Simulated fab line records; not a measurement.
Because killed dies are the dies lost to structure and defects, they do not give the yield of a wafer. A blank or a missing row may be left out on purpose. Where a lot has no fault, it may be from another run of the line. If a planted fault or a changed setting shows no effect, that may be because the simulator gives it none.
fab line records    flow sfq-line
record: lots: 7  wafers: 21  last-day: 82
route steps=325 shown I0@53 M1@58
lots untouched by any fault: they come from a run of this same line in which no faults occurred
start-h: hours from the record's first day to the start of the lot's first wafer shown    wait-h: hours from the lot's prior step to this one    " same as the row above    L1.1+2: a row that stands for several wafers    - no value, or no start given    * or withheld: withheld    < > ~ a bound
route shown NAME@n: NAME is a module with steps in the file, n the number in the route of the first one    usual: mean and standard deviation over wafers with no fault    same: alike in all rows    chamber/n: place in a boat    sites: the reading at each site    _std_site: the standard deviation of these    _edge_site: the outer-site mean with the inner-site mean subtracted    radius-mm: how far each site lies from the wafer's centre    mask NAME#n: copy n    behind: tool/chamber where the wafer was last shaped    hold: cause of the lot's hold/its duration in hours/its outcome    device: whichever transistor did not switch (one of n, p or np)    end of line: tests run on the same wafers once the route is complete    a step with no rows: only its recipe    killed: dies that structure and defects cost at the first sort, which is not the same as the wafer's yield    map: shows each die of a wafer: x if killed, . if not, _ if none is there
set.NAME: the setting as run; set.NAME@STEP: as run at that earlier step    model.NAME: the simulator's own value behind a step, which no gauge read
lots at selected steps of the route; one table per step, one row per wafer
services: when a tool's chamber went out of use (start-h, in hours from the record's first day, below 0 if earlier), for how many hours, and the reason
== steps ==
step: SFQ_I0_OVL_MEAS_908
usual: I0_OVL: -4/5.4
lot.wafer  tool        chamber  start-h  wait-h  I0_OVL[nm]
L534.4     overlay-01  -        294.55   0.1     -11
L534.5     "           -        "        "       -4
L534.6     "           -        "        "       -20
L539.2     overlay-01  -        327.82   0.1     1
L539.3     "           -        "        "       -3
L539.5     "           -        "        "       -4
L540.1     overlay-01  -        338.61   0.1     -12
L540.2     "           -        "        "       -6
L540.3     "           -        "        "       -15
L541.2     overlay-01  -        339.82   0.1     -3
L541.4     "           -        "        "       -3
L541.6     "           -        "        "       -4
L542.1     overlay-02  -        346.56   0.1     -5
L542.4     "           -        "        "       0
L542.5     "           -        "        "       -1
L550.2     overlay-02  -        393.37   0.1     0
L550.4     "           -        "        "       -6
L550.5     "           -        "        "       1
L552.1     overlay-02  -        401.97   0.1     -4
L552.2     "           -        "        "       -11
L552.6     "           -        "        "       -6
step: SFQ_TRILAYER_I0_VIA_BARC_OPEN_VIA_ETCH_046
recipe: mask-material: PR  chemistry: O2  target-depth-nm: 125  target: BARC  source-w: 500  bias-w: 80  pressure-mtorr: 30  time-s: 41.7
usual: drypump-motor-current-A: 5.6/0.44  oes-product-au: 0.684/0.0047
lot.wafer  tool         chamber  start-h  wait-h  drypump-motor-current-A  oes-product-au  rf-hours-counter-h
L534.4     rie-diel-03  0        294.57   0.0     6.3                      0.682           19
L534.5     "            1        "        "       5.5                      0.688           -
L534.6     "            0        "        "       6.3                      0.686           -
L539.2     rie-diel-02  0        327.85   0.0     6.4                      0.688           12
L539.3     "            1        "        "       5.1                      0.678           121
L539.5     "            1        "        "       5.1                      0.684           -
L540.1     rie-diel-04  2        338.65   0.0     5.6                      0.688           2
L540.2     "            3        "        "       5.6                      0.681           6
L540.3     "            0        "        "       6.1                      0.685           15
L541.2     rie-diel-02  3        339.85   0.0     5.3                      0.683           10
L541.4     "            2        "        "       5.6                      0.681           6
L541.6     "            3        "        "       5.3                      0.681           -
L542.1     rie-diel-03  0        346.60   0.0     6.3                      0.690           21
L542.4     "            3        "        "       5.7                      0.684           6
L542.5     "            0        "        "       6.3                      0.683           -
L550.2     rie-diel-03  1        393.40   0.0     5.6                      0.690           33
L550.4     "            2        "        "       5.4                      0.684           31
L550.5     "            0        "        "       6.3                      0.681           -
L552.1     rie-diel-04  1        402.00   0.0     4.9                      0.681           5
L552.2     "            3        "        "       5.6                      0.687           8
L552.6     "            3        "        "       5.6                      0.687           -
step: SFQ_TRILAYER_I0_VIA_ETCH_VIA_ETCH_034
recipe: target: SiO2  stop-on: Nb  mask-material: PR  taper-deg: 20  chemistry: CHF3  target-depth-nm: 260  source-w: 500  bias-w: 80  pressure-mtorr: 30  time-s: withheld
usual: drypump-motor-current-A: 5.6/0.44  oes-product-au: 0.853/0.0053
lot.wafer  tool         chamber  start-h  wait-h  drypump-motor-current-A  oes-product-au
L534.4     rie-diel-03  0        294.61   0.0     6.3                      0.856
L534.5     "            1        "        "       5.5                      0.855
L534.6     "            0        "        "       6.3                      0.858
L539.2     rie-diel-02  0        327.89   0.0     6.4                      0.856
L539.3     "            1        "        "       5.1                      0.855
L539.5     "            1        "        "       5.1                      0.853
L540.1     rie-diel-04  2        338.69   0.0     5.5                      0.855
L540.2     "            3        "        "       5.6                      0.864
L540.3     "            0        "        "       6.1                      0.850
L541.2     rie-diel-02  3        339.89   0.0     5.3                      0.859
L541.4     "            2        "        "       5.6                      0.844
L541.6     "            3        "        "       5.3                      0.849
L542.1     rie-diel-03  0        346.64   0.0     6.3                      0.856
L542.4     "            3        "        "       5.7                      0.856
L542.5     "            0        "        "       6.3                      0.853
L550.2     rie-diel-03  1        393.44   0.0     5.6                      0.864
L550.4     "            2        "        "       5.4                      0.858
L550.5     "            0        "        "       6.3                      0.854
L552.1     rie-diel-04  1        402.04   0.0     4.8                      0.856
L552.2     "            3        "        "       5.6                      0.856
L552.6     "            3        "        "       5.6                      0.845
step: SFQ_TRILAYER_I0_VIA_STRIP_STRIP_035
recipe: gas: O2  power-w: 200  platen-temp-c: 40  overash-fraction: 0.65  chemistry: O2  pressure-mtorr: 50
usual: drypump-motor-current-A: 5.8/0.52  oes-product-au: 0.999/0.0082
lot.wafer  tool          chamber  start-h  wait-h  drypump-motor-current-A  oes-product-au  rf-hours-counter-h
L534.4     rie-metal-04  1        294.92   -       5.3                      0.998           -
L534.5     "             0        "        "       6.2                      1.003           -
L534.6     "             1        "        "       5.3                      1.000           -
L539.2     rie-metal-04  0        328.00   -       6.2                      0.993           5
L539.3     "             1        "        "       5.3                      1.011           -
L539.5     "             0        "        "       6.2                      0.999           -
L540.1     rie-metal-02  1        338.80   -       6.0                      0.991           12
L540.2     "             0        "        "       6.6                      0.996           121
L540.3     "             0        "        "       6.6                      1.002           -
L541.2     rie-metal-03  1        340.00   -       5.0                      1.005           119
L541.4     "             0        "        "       6.0                      1.004           -
L541.6     "             1        "        "       5.0                      1.001           -
L542.1     rie-metal-04  0        346.75   -       6.2                      1.012           8
L542.4     "             0        "        "       6.2                      1.001           -
L542.5     "             0        "        "       6.2                      0.998           -
L550.2     rie-metal-02  1        393.55   -       6.0                      0.988           20
L550.4     "             1        "        "       5.9                      1.000           -
L550.5     "             0        "        "       6.6                      0.984           -
L552.1     rie-metal-03  1        402.15   -       5.0                      0.992           128
L552.2     "             0        "        "       6.0                      0.996           38
L552.6     "             0        "        "       6.0                      0.995           -
step: SFQ_TRILAYER_I0_VIA_STRIP_SOLV_CLEAN_036
recipe: chemistry: NMP  temp-c: 70  time-s: 600
step: SFQ_TRILAYER_M1_DEP_PRE_CLEAN_038
recipe: gas: Ar  time-s: 22.5  bias-v: 250
step: SFQ_TRILAYER_M1_DEP_SPUTTER_037
recipe: material: Nb  base-pressure-pa: 1.33e-06  chamber-pressure-pa: 0.1333  substrate-temp-c: 20  resputter-cathode-voltage-v: 400  target-thk-nm: 200  power-w: 2000  time-s: 133.3
usual: throttle-valve-pct: 29.7/0.89
lot.wafer  tool            chamber  start-h  wait-h  throttle-valve-pct
L534.4     pvd-sputter-04  -        295.52   0.0     29.1
L534.5     "               -        "        "       28.8
L534.6     "               -        "        "       30.0
L539.2     pvd-sputter-06  -        328.81   0.0     29.3
L539.3     "               -        "        "       29.1
L539.5     "               -        "        "       29.2
L540.1     pvd-sputter-06  -        339.61   0.0     29.0
L540.2     "               -        "        "       30.2
L540.3     "               -        "        "       29.1
L541.2     pvd-sputter-04  -        340.81   0.0     29.3
L541.4     "               -        "        "       28.8
L541.6     "               -        "        "       29.2
L542.1     pvd-sputter-06  -        347.56   0.0     29.4
L542.4     "               -        "        "       29.9
L542.5     "               -        "        "       30.0
L550.2     pvd-sputter-05  -        394.36   0.0     28.2
L550.4     "               -        "        "       31.7
L550.5     "               -        "        "       31.8
L552.1     pvd-sputter-04  -        402.96   0.0     30.2
L552.2     "               -        "        "       29.1
L552.6     "               -        "        "       28.7
step: SFQ_M1_RS_MEAS_909
recipe: thk-meas-gauge: four-point-probe  reads: Nb_of_TRILAYER_M1_DEP_SPUTTER_037
usual: M1_NB_RS: 0.888/0.01
lot.wafer  tool           chamber  start-h  wait-h  M1_NB_RS[ohm/sq]
L534.4     film-metro-04  -        295.67   0.1     0.906
L534.5     "              -        "        "       0.900
L534.6     "              -        "        "       0.905
L539.2     film-metro-03  -        328.92   0.1     0.880
L539.3     "              -        "        "       0.876
L539.5     "              -        "        "       0.880
L540.1     film-metro-03  -        339.70   0.0     0.874
L540.2     "              -        "        "       0.867
L540.3     "              -        "        "       0.868
L541.2     film-metro-03  -        340.92   0.1     0.895
L541.4     "              -        "        "       0.894
L541.6     "              -        "        "       0.897
L542.1     film-metro-02  -        347.65   0.0     0.878
L542.4     "              -        "        "       0.881
L542.5     "              -        "        "       0.880
L550.2     film-metro-02  -        394.47   0.1     0.876
L550.4     "              -        "        "       0.886
L550.5     "              -        "        "       0.883
L552.1     film-metro-02  -        403.05   0.0     0.892
L552.2     "              -        "        "       0.896
L552.6     "              -        "        "       0.895
step: SFQ_TRILAYER_M1_LITHO_COAT_044
recipe: resist: BARC  spin-rpm: 3000  resist-thk-nm: 62
step: SFQ_TRILAYER_M1_LITHO_COAT_039
recipe: resist: KrF  spin-rpm: 3000  resist-thk-nm: 600
step: SFQ_TRILAYER_M1_LITHO_SOFTBAKE_043
recipe: temp-c: withheld  time-s: withheld  resist: KrF
step: SFQ_TRILAYER_M1_LITHO_EXPOSE_040
recipe: mask-id: M1  na: 0.6  source-shape: conventional  sigma-outer: 0.65  target-cd-nm: 500  dose-mj: 14.4
usual: exposure-dose-mJ-cm2: 14.403/0.016  focus-offset-nm: -0.1/0.5
lot.wafer  tool            chamber  start-h  wait-h  mask  exposure-dose-mJ-cm2  focus-offset-nm
L534.4     krf-scanner-02  0        330.83   -       M1#0  14.401                0.5
L534.5     "               0        "        "       M1#0  14.408                0.0
L534.6     "               0        "        "       M1#0  14.359                0.1
L539.2     krf-scanner-01  0        449.65   -       M1#0  14.391                0.1
L539.3     "               0        "        "       M1#0  14.376                1.1
L539.5     "               0        "        "       M1#0  14.395                0.8
L540.1     krf-scanner-01  0        461.45   -       M1#0  14.690                0.4
L540.2     "               0        "        "       M1#0  14.676                -0.6
L540.3     "               0        "        "       M1#0  14.674                0.2
L541.2     krf-scanner-01  0        464.05   -       M1#0  14.675                1.0
L541.4     "               0        "        "       M1#0  14.684                1.1
L541.6     "               0        "        "       M1#0  14.659                0.1
L542.1     krf-scanner-01  0        474.65   -       M1#0  14.692                0.3
L542.4     "               0        "        "       M1#0  14.696                -0.3
L542.5     "               0        "        "       M1#0  14.675                -0.5
L550.2     krf-scanner-02  0        542.20   -       M1#0  14.394                0.1
L550.4     "               0        "        "       M1#0  14.399                -0.8
L550.5     "               0        "        "       M1#0  14.417                0.6
L552.1     krf-scanner-02  0        550.40   -       M1#0  14.385                -0.9
L552.2     "               0        "        "       M1#0  14.403                -0.9
L552.6     "               0        "        "       M1#0  14.370                -0.5
step: SFQ_TRILAYER_M1_LITHO_PEB_042
recipe: peb-temp-c: 115  peb-time-s: 60  resist: KrF
step: SFQ_TRILAYER_M1_LITHO_DEVELOP_041
recipe: time-s: 60  resist: KrF
step: SFQ_M1_OVL_MEAS_911
usual: M1_OVL: -1/6.3
lot.wafer  tool        chamber  start-h  wait-h  M1_OVL[nm]
L534.4     overlay-02  -        331.75   0.1     -6
L534.5     "           -        "        "       -5
L534.6     "           -        "        "       -8
L539.2     overlay-02  -        450.95   0.1     3
L539.3     "           -        "        "       -3
L539.5     "           -        "        "       4
L540.1     overlay-01  -        462.95   0.1     9
L540.2     "           -        "        "       -2
L540.3     "           -        "        "       -1
L541.2     overlay-01  -        465.35   0.1     5
L541.4     "           -        "        "       0
L541.6     "           -        "        "       0
L542.1     overlay-01  -        476.15   0.1     -3
L542.4     "           -        "        "       2
L542.5     "           -        "        "       3
L550.2     overlay-02  -        543.50   0.1     8
L550.4     "           -        "        "       5
L550.5     "           -        "        "       1
L552.1     overlay-02  -        551.90   0.1     5
L552.2     "           -        "        "       1
L552.6     "           -        "        "       0
step: SFQ_TRILAYER_M1_BARC_OPEN_METAL_ETCH_054
recipe: mask-material: PR  chemistry: O2  target-depth-nm: 125  target: BARC  icp-w: 600  bias-w: 80  pressure-mtorr: 10  time-s: 41.7
usual: drypump-motor-current-A: 5.7/0.51  oes-product-au: 0.685/0.0046
lot.wafer  tool          chamber  start-h  wait-h  drypump-motor-current-A  oes-product-au  rf-hours-counter-h  model.M1.cd-nm
L534.4     rie-metal-01  1        331.79   0.0     5.7                      0.687           -                   500.9
L534.5     "             1        "        "       5.7                      0.687           -                   501.5
L534.6     "             0        "        "       5.3                      0.686           -                   499.9
L539.2     rie-metal-02  0        450.98   0.0     6.6                      0.682           137                 500.1
L539.3     "             1        "        "       6.0                      0.689           -                   499.8
L539.5     "             1        "        "       5.9                      0.685           -                   500
L540.1     rie-metal-02  0        462.98   0.0     6.6                      0.675           137                 497.4
L540.2     "             0        "        "       6.6                      0.683           -                   498.7
L540.3     "             0        "        "       6.6                      0.687           -                   497
L541.2     rie-metal-03  0        465.38   0.0     6.0                      0.677           47                  496.5
L541.4     "             1        "        "       5.0                      0.692           -                   494.2
L541.6     "             0        "        "       6.0                      0.693           -                   497.4
L542.1     rie-metal-01  1        476.18   0.0     5.7                      0.678           66                  497.5
L542.4     "             1        "        "       5.7                      0.690           -                   496.9
L542.5     "             0        "        "       5.3                      0.689           -                   495.6
L550.2     rie-metal-03  1        543.53   0.0     5.0                      0.688           150                 501.7
L550.4     "             0        "        "       6.0                      0.696           -                   500.1
L550.5     "             1        "        "       5.0                      0.683           -                   500.6
L552.1     rie-metal-03  0        551.93   0.0     5.9                      0.687           60                  500.4
L552.2     "             1        "        "       5.0                      0.690           151                 501.3
L552.6     "             0        "        "       6.0                      0.687           -                   501.4
step: SFQ_TRILAYER_M1_ETCH_METAL_ETCH_042
recipe: target: Nb  stop-on: SiO2  mask-material: PR  chemistry: Cl2/Ar  target-depth-nm: 240  icp-w: 600  bias-w: 80  pressure-mtorr: 10  time-s: 120
usual: drypump-motor-current-A: 5.7/0.52  oes-product-au: 0.896/0.0077
lot.wafer  tool          chamber  start-h  wait-h  drypump-motor-current-A  oes-product-au  rf-hours-counter-h  model.M1.cd-nm
L534.4     rie-metal-01  1        331.87   0.1     5.7                      0.888           -                   499.8
L534.5     "             1        "        "       5.7                      0.884           -                   500.8
L534.6     "             0        "        "       5.3                      0.887           -                   501.2
L539.2     rie-metal-02  0        451.04   0.0     6.6                      0.901           137                 500.3
L539.3     "             1        "        "       5.9                      0.904           -                   498.8
L539.5     "             1        "        "       5.9                      0.892           -                   498.3
L540.1     rie-metal-02  0        463.10   0.1     6.6                      0.898           138                 496.6
L540.2     "             0        "        "       6.6                      0.910           -                   498.4
L540.3     "             0        "        "       6.6                      0.912           -                   496
L541.2     rie-metal-03  0        465.44   0.0     5.9                      0.892           47                  497.1
L541.4     "             1        "        "       5.0                      0.890           -                   494
L541.6     "             0        "        "       6.0                      0.891           -                   498.3
L542.1     rie-metal-01  1        476.24   0.0     5.6                      0.909           66                  498.6
L542.4     "             1        "        "       5.6                      0.899           -                   498
L542.5     "             0        "        "       5.3                      0.905           -                   496.7
L550.2     rie-metal-03  1        543.59   0.0     5.0                      0.900           151                 501.4
L550.4     "             0        "        "       5.9                      0.897           -                   499.7
L550.5     "             1        "        "       5.0                      0.896           -                   500.7
L552.1     rie-metal-03  0        551.99   0.0     6.0                      0.892           60                  500.1
L552.2     "             1        "        "       5.0                      0.891           152                 502.4
L552.6     "             0        "        "       5.9                      0.889           -                   501.9
step: SFQ_TRILAYER_M1_STRIP_STRIP_043
recipe: gas: O2  power-w: 200  platen-temp-c: 40  overash-fraction: 0.65  chemistry: O2  pressure-mtorr: 50
usual: drypump-motor-current-A: 5.7/0.52  oes-product-au: 0.996/0.0069
lot.wafer  tool          chamber  start-h  wait-h  drypump-motor-current-A  oes-product-au  rf-hours-counter-h
L534.4     rie-metal-01  1        332.15   0.2     5.7                      1.007           -
L534.5     "             1        "        "       5.7                      0.992           -
L534.6     "             0        "        "       5.3                      0.989           -
L539.2     rie-metal-02  0        451.17   0.1     6.6                      1.004           137
L539.3     "             1        "        "       6.0                      0.988           -
L539.5     "             1        "        "       6.0                      0.986           -
L540.1     rie-metal-02  0        463.35   0.2     6.6                      0.994           138
L540.2     "             0        "        "       6.6                      0.983           -
L540.3     "             0        "        "       6.6                      0.997           -
L541.2     rie-metal-03  0        465.57   0.1     6.0                      1.004           47
L541.4     "             1        "        "       5.0                      0.996           -
L541.6     "             0        "        "       6.0                      0.999           -
L542.1     rie-metal-01  1        476.37   0.1     5.7                      1.007           66
L542.4     "             1        "        "       5.7                      0.997           -
L542.5     "             0        "        "       5.3                      0.993           -
L550.2     rie-metal-03  1        543.72   0.1     5.0                      0.989           151
L550.4     "             0        "        "       6.0                      0.993           -
L550.5     "             1        "        "       5.0                      1.003           -
L552.1     rie-metal-03  0        552.12   0.1     6.0                      0.999           60
L552.2     "             1        "        "       5.0                      0.997           152
L552.6     "             0        "        "       6.0                      0.999           -
== services ==
tool            chamber  start-h  hours  kind
rie-diel-02     0        292.95   8.0    repair
krf-scanner-01  -        307.19   1.0    pm
rie-diel-04     0        310.50   3.4    repair
rie-diel-04     -        321.46   0.4    repair
rie-metal-01    1        335.83   6.1    repair
krf-scanner-01  -        341.91   0.8    pm
rie-diel-02     1        345.37   3.0    repair
rie-diel-02     2        347.69   4.0    repair
rie-diel-02     -        377.61   10.0   pm
rie-diel-02     3        390.45   9.1    repair
rie-diel-04     -        396.07   0.3    repair
rie-diel-03     1        413.15   50.3   repair
krf-scanner-01  -        430.26   1.3    pm
rie-diel-02     -        441.96   22.7   repair
rie-metal-03    0        443.73   8.6    repair
rie-metal-02    0        455.97   6.4    repair
rie-metal-02    1        461.80   3.8    repair
rie-diel-02     2        469.61   7.0    repair
rie-diel-02     -        472.26   0.5    repair
krf-scanner-01  -        475.85   1.0    pm
rie-diel-02     3        487.08   12.2   repair
rie-diel-04     3        502.93   8.1    repair
rie-metal-01    -        508.64   15.6   pm
rie-diel-03     3        538.67   9.7    repair
== key ==
first-sign: step: SFQ_TRILAYER_M1_LITHO_EXPOSE_040  reading: exposure-dose-mJ-cm2  direction: up  sigmas: 17  usual: 14.403  struck: 14.680
effect none on later readings
model-effect: step: SFQ_TRILAYER_M1_BARC_OPEN_METAL_ETCH_054  value: M1.cd-nm  without: 499.8  struck: 496.8
model-effect: step: SFQ_TRILAYER_M1_ETCH_METAL_ETCH_042  value: M1.cd-nm  without: 500  struck: 497.1
met-at SFQ_TRILAYER_M1_LITHO_EXPOSE_040
struck-wafers L540.1,L540.2,L540.3,L541.2,L541.4,L541.6,L542.1,L542.4,L542.5
onset-between 449.65 461.45
fault: kind: process-parameter-drift  tool: krf-scanner-01  chamber: -  onset-h: 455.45  steps: SFQ_TRILAYER_M1_LITHO_EXPOSE_040  channel: dose-mj  offset: 0.26725  shape: step  acts-in: these-recipes-only  stated: 14.4
